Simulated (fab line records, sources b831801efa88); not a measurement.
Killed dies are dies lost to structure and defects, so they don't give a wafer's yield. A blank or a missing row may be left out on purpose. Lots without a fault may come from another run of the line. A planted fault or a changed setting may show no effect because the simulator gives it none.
Which tool did it? | flow sky130 | 14 lots, 42 wafers sampled, at 7 steps of a route of 708

WHAT THE GAUGES READ, wafer by wafer
SKY_POLY_GATE_THK_MEAS_01. Usual: POLY_GATE_CVD_00_THK 180.5 nm, standard deviation 1.2.
lot  | measured     | on            | POLY_GATE_CVD_00_THK (nm) | flag
L891 | day 14 00:08 | film_metro-01 | 180.7 181.5 181.8         |
L892 | day 14 05:44 | film_metro-03 | 180.8 181.4 179.7         |
L893 | day 14 15:56 | film_metro-04 | 179.3 179.6 179.8         |
L895 | day 15 10:35 | film_metro-03 | 180.8 180.4 181.9         |
L897 | day 15 19:44 | film_metro-03 | 179.8 180.7 180.5         |
L899 | day 17 09:26 | film_metro-01 | 182.4 181.5 181.7         |
L905 | day 19 01:23 | film_metro-03 | 178.4 179.1 178.6         |
L906 | day 19 01:23 | film_metro-04 | 180.9 180.6 181.3         |
L908 | day 19 21:56 | film_metro-03 | 182.1 182.4 182.8         |
L911 | day 20 22:19 | film_metro-04 | 180.9 182.5 182.3         |
L912 | day 21 06:23 | film_metro-03 | 181.2 180.5 182.1         |
L910 | day 21 06:23 | film_metro-04 | 180.0 178.8 179.2         |
L913 | day 21 15:22 | film_metro-01 | 179.1 180.9 182.4         |
L914 | day 21 23:54 | film_metro-03 | 180.5 181.9 180.9         |

SKY_LDD_P_CD_MEAS_07: target cd 380 nm. Usual: cd_nm 380.1 nm, standard deviation 2.9.
lot  | measured     | on        | cd_nm (nm)        | flag
L891 | day 18 22:52 | cd_sem-02 | 382.4 380.2 381.9 |
L892 | day 19 05:28 | cd_sem-02 | 382.1 384.2 382.9 |
L893 | day 19 20:02 | cd_sem-01 | 383.0 381.7 381.5 |
L895 | day 20 17:28 | cd_sem-01 | 379.4 381.1 378.9 |
L897 | day 21 02:34 | cd_sem-01 | 380.4 381.4 380.6 |
L899 | day 22 17:08 | cd_sem-02 | 383.6 378.6 379.3 |
L905 | day 24 09:06 | cd_sem-02 | - - -             | OFF
L906 | day 24 10:04 | cd_sem-02 | - - -             | OFF
L908 | day 25 07:16 | cd_sem-01 | 379.5 376.4 376.9 |
L911 | day 26 03:23 | cd_sem-01 | 375.2 379.1 376.2 |
L912 | day 26 10:13 | cd_sem-02 | 380.9 380.1 380.9 |
L910 | day 26 11:25 | cd_sem-01 | 384.8 381.3 385.6 |
L913 | day 26 19:04 | cd_sem-01 | 378.3 376.2 376.3 |
L914 | day 27 03:28 | cd_sem-02 | 377.2 377.2 378.7 |

SKY_LDD_HVN_TW_MEAS_10. Usual: LDD_HVN_TW 1436, standard deviation 9.4.
lot  | measured     | on            | LDD_HVN_TW     | flag
L891 | day 20 05:51 | film_metro-03 | 1428 1435 1434 |
L892 | day 20 13:19 | film_metro-04 | 1448 1454 1442 |
L893 | day 21 03:54 | film_metro-01 | 1425 1423 1414 |
L895 | day 22 00:28 | film_metro-03 | 1435 1444 1432 |
L897 | day 22 09:54 | film_metro-04 | 1442 1442 1444 |
L899 | day 23 23:39 | film_metro-04 | 1451 1451 1448 |
L905 | day 25 14:04 | film_metro-01 | 1467 1474 1456 | OFF
L906 | day 25 15:55 | film_metro-03 | 1465 1475 1466 | OFF
L908 | day 26 13:19 | film_metro-03 | 1438 1439 1436 |
L911 | day 27 09:16 | film_metro-01 | 1433 1425 1430 |
L912 | day 27 15:33 | film_metro-01 | 1437 1428 1421 |
L910 | day 27 15:51 | film_metro-03 | 1438 1431 1443 |
L913 | day 28 00:16 | film_metro-01 | 1441 1435 1441 |
L914 | day 28 08:57 | film_metro-01 | 1440 1448 1430 |

SKY_LDD_HVP_TW_MEAS_10. Usual: LDD_HVP_TW 457, standard deviation 3.5.
lot  | measured     | on            | LDD_HVP_TW  | flag
L891 | day 21 12:43 | film_metro-02 | 464 462 461 |
L892 | day 21 20:09 | film_metro-03 | 453 458 455 |
L893 | day 22 10:32 | film_metro-01 | 450 455 452 |
L895 | day 23 07:12 | film_metro-01 | 458 455 452 |
L897 | day 23 15:51 | film_metro-03 | 458 460 460 |
L899 | day 25 06:03 | film_metro-02 | 462 464 461 |
L905 | day 26 19:22 | film_metro-03 | 694 699 694 | OFF
L906 | day 26 20:56 | film_metro-03 | 692 695 698 | OFF
L908 | day 27 17:55 | film_metro-02 | 464 464 462 |
L911 | day 28 12:40 | film_metro-01 | 461 461 458 |
L912 | day 28 19:56 | film_metro-03 | 455 455 454 |
L910 | day 28 20:15 | film_metro-01 | 459 456 456 |
L913 | day 29 04:21 | film_metro-03 | 455 455 455 |
L914 | day 29 13:33 | film_metro-03 | 454 455 455 |

WHICH TOOL RAN EACH LOT (tool, then ch and the chambers of the sampled wafers, then the start)
lot  | SKY_SONOS_ONO_ETCH_15              | SKY_LDD_P_COAT_02                 | SKY_LDD_HVP_STRIP_09
L891 | rie_diel-01 ch 0,2,3, day 12 12:16 | litho_track-02 ch 0, day 18 07:32 | plasma_asher-04 ch 0,1, day 21 12:37
L892 | rie_diel-02 ch 1,3, day 12 21:19   | litho_track-02 ch 0, day 18 13:44 | plasma_asher-04 ch 1, day 21 20:03
L893 | rie_diel-03 ch 1,2,3, day 13 07:07 | litho_track-04 ch 0, day 19 04:38 | plasma_asher-04 ch 0,1, day 22 10:26
L895 | rie_diel-01 ch 0,2,3, day 14 00:52 | litho_track-01 ch 0, day 20 01:31 | plasma_asher-04 ch 0,1, day 23 07:06
L897 | rie_diel-03 ch 1,2, day 14 10:16   | litho_track-04 ch 0, day 20 11:13 | plasma_asher-01 ch 0,1, day 23 15:45
L899 | rie_diel-03 ch 1,2,3, day 15 22:19 | litho_track-04 ch 0, day 22 01:13 | plasma_asher-02 ch 0,1, day 25 05:57
L905 | rie_diel-03 ch 0,1,2, day 17 12:19 | litho_track-01, day 23 17:19      | plasma_asher-02 ch 0,1, day 26 19:17
L906 | rie_diel-02 ch 0,1,3, day 17 13:16 | litho_track-04, day 23 18:43      | plasma_asher-01 ch 0,1, day 26 20:52
L908 | rie_diel-03 ch 0,3, day 18 08:13   | litho_track-04 ch 0, day 24 16:17 | plasma_asher-04 ch 0,1, day 27 17:48
L911 | rie_diel-01 ch 0,1, day 19 10:16   | litho_track-04 ch 0, day 25 12:50 | plasma_asher-01 ch 0,1, day 28 12:33
L912 | rie_diel-02 ch 1,2,3, day 19 15:46 | litho_track-04 ch 0, day 25 19:07 | plasma_asher-02 ch 0,1, day 28 19:50
L910 | rie_diel-01 ch 0,1,2, day 19 18:01 | litho_track-02 ch 0, day 25 21:05 | plasma_asher-04 ch 0,1, day 28 20:09
L913 | rie_diel-02 ch 0,1,3, day 20 02:52 | litho_track-01 ch 0, day 26 04:01 | plasma_asher-02 ch 0,1, day 29 04:15
L914 | rie_diel-03 ch 0,2,3, day 20 12:34 | litho_track-04 ch 0, day 26 13:07 | plasma_asher-01 ch 1, day 29 13:27
- SKY_SONOS_ONO_ETCH_15: etches the open film in CHF3/O2, target depth 19.52 nm, time 7.8 s.
- SKY_LDD_P_COAT_02: resist thk 1140 nm.
- SKY_LDD_HVP_STRIP_09: strips in O2/N2.

WHAT THE TOOLS THEMSELVES READ (means of the sampled wafers that have a number; where no wafer has one, the mark that the record gives instead)
SKY_SONOS_ONO_ETCH_15. Usual: drypump_motor_current_A 5.7 A, standard deviation 0.63; oes_product_au 0.995 a.u., standard deviation 0.0098; throttle_valve_pct 8.823 %, standard deviation 0.01.
lot  | tool        | drypump_motor_current_A (A) | oes_product_au (a.u.) | throttle_valve_pct (%) | flag
L891 | rie_diel-01 | 5.9                         | 1.002                 | 8.827                  |
L892 | rie_diel-02 | 4.8                         | 1.004                 | 8.821                  |
L893 | rie_diel-03 | 5.9                         | 0.994                 | 8.832                  |
L895 | rie_diel-01 | 6.0                         | 0.995                 | 8.827                  |
L897 | rie_diel-03 | 6.1                         | 0.988                 | 8.832                  |
L899 | rie_diel-03 | 5.9                         | 0.994                 | 8.830                  |
L905 | rie_diel-03 | 6.1                         | 0.987                 | 8.823                  |
L906 | rie_diel-02 | 4.9                         | 0.998                 | 8.822                  |
L908 | rie_diel-03 | 5.5                         | 0.987                 | 8.822                  |
L911 | rie_diel-01 | 5.4                         | 0.996                 | 8.819                  |
L912 | rie_diel-02 | 5.4                         | 0.997                 | 8.836                  |
L910 | rie_diel-01 | 5.9                         | 0.985                 | 8.811                  |
L913 | rie_diel-02 | 4.9                         | 1.007                 | 8.825                  |
L914 | rie_diel-03 | 5.9                         | 0.995                 | 8.820                  |

SKY_LDD_P_COAT_02. Usual: chill_plate_temp_C 23.00 C, standard deviation 0.1; dispense_pressure_kPa 50.9 kPa, standard deviation 1; resist_line_temp_C 23.02 C, standard deviation 0.087.
lot  | tool           | chill_plate_temp_C (C) | dispense_pressure_kPa (kPa) | resist_line_temp_C (C) | flag
L891 | litho_track-02 | 23.04                  | 48.8                        | 23.03                  |
L892 | litho_track-02 | 22.97                  | 48.9                        | 23.06                  |
L893 | litho_track-04 | 22.95                  | 51.6                        | 23.10                  |
L895 | litho_track-01 | 22.93                  | 50.2                        | 22.98                  |
L897 | litho_track-04 | 23.11                  | 51.6                        | 23.00                  |
L899 | litho_track-04 | 23.07                  | 51.6                        | 22.99                  |
L905 | litho_track-01 | -                      | -                           | -                      | OFF
L906 | litho_track-04 | -                      | -                           | -                      | OFF
L908 | litho_track-04 | 23.00                  | 51.6                        | 23.02                  |
L911 | litho_track-04 | 23.05                  | 51.6                        | 23.04                  |
L912 | litho_track-04 | 23.03                  | 51.6                        | 23.01                  |
L910 | litho_track-02 | 23.06                  | 48.9                        | 23.04                  |
L913 | litho_track-01 | 23.05                  | 50.2                        | 23.08                  |
L914 | litho_track-04 | 22.98                  | 51.6                        | 23.01                  |

SKY_LDD_HVP_STRIP_09. Usual: drypump_motor_current_A 5.7 A, standard deviation 0.46; oes_product_au 0.408 a.u., standard deviation 0.0044; strip_time_to_endpoint_s 4.134 s, standard deviation 0.014.
lot  | tool            | drypump_motor_current_A (A) | oes_product_au (a.u.) | strip_time_to_endpoint_s (s) | flag
L891 | plasma_asher-04 | 6.0                         | 0.405                 | 4.149                        |
L892 | plasma_asher-04 | 5.9                         | 0.403                 | 4.119                        |
L893 | plasma_asher-04 | 5.9                         | 0.408                 | 4.134                        |
L895 | plasma_asher-04 | 6.0                         | 0.407                 | 4.135                        |
L897 | plasma_asher-01 | 6.1                         | 0.407                 | 4.128                        |
L899 | plasma_asher-02 | 5.1                         | 0.410                 | 4.132                        |
L905 | plasma_asher-02 | 5.5                         | 0.409                 | 4.130                        |
L906 | plasma_asher-01 | 6.1                         | 0.414                 | 4.124                        |
L908 | plasma_asher-04 | 5.9                         | 0.408                 | 4.127                        |
L911 | plasma_asher-01 | 6.1                         | 0.412                 | 4.130                        |
L912 | plasma_asher-02 | 5.1                         | 0.406                 | 4.150                        |
L910 | plasma_asher-04 | 5.9                         | 0.409                 | 4.113                        |
L913 | plasma_asher-02 | 5.1                         | 0.409                 | 4.128                        |
L914 | plasma_asher-01 | 5.6                         | 0.407                 | 4.138                        |

THE ANSWER, worked out from the rows above alone
Rule: a lot is off if the mean of its wafers that have a number lies more than 3 standard deviations from the usual mean. A lot without any number at a reading at which 4 lots or more have one is off too. The other lots that the step has rows for count as sound. The gauges are gone through in route order, then the tools' own readings, and for those a lot's mean is taken as printed above. The first step at which some lot is off is used, and at that step the reading that is off furthest; a lot without a number counts as furthest.
Off: L905, L906, at SKY_LDD_P_CD_MEAS_07 (cd_nm). Without a number there: L905, L906.
A tool fits if, at a process step before that reading, it ran every lot that is off, and no sound lot after the first of them. The gauges at SKY_LDD_P_CD_MEAS_07 aren't tried: what is off there is off at SKY_LDD_HVN_TW_MEAS_10 too, on other tools, and a gauge's error can't cause that. None of those tried fits.

WHAT THE SIMULATOR HAD PUT IN
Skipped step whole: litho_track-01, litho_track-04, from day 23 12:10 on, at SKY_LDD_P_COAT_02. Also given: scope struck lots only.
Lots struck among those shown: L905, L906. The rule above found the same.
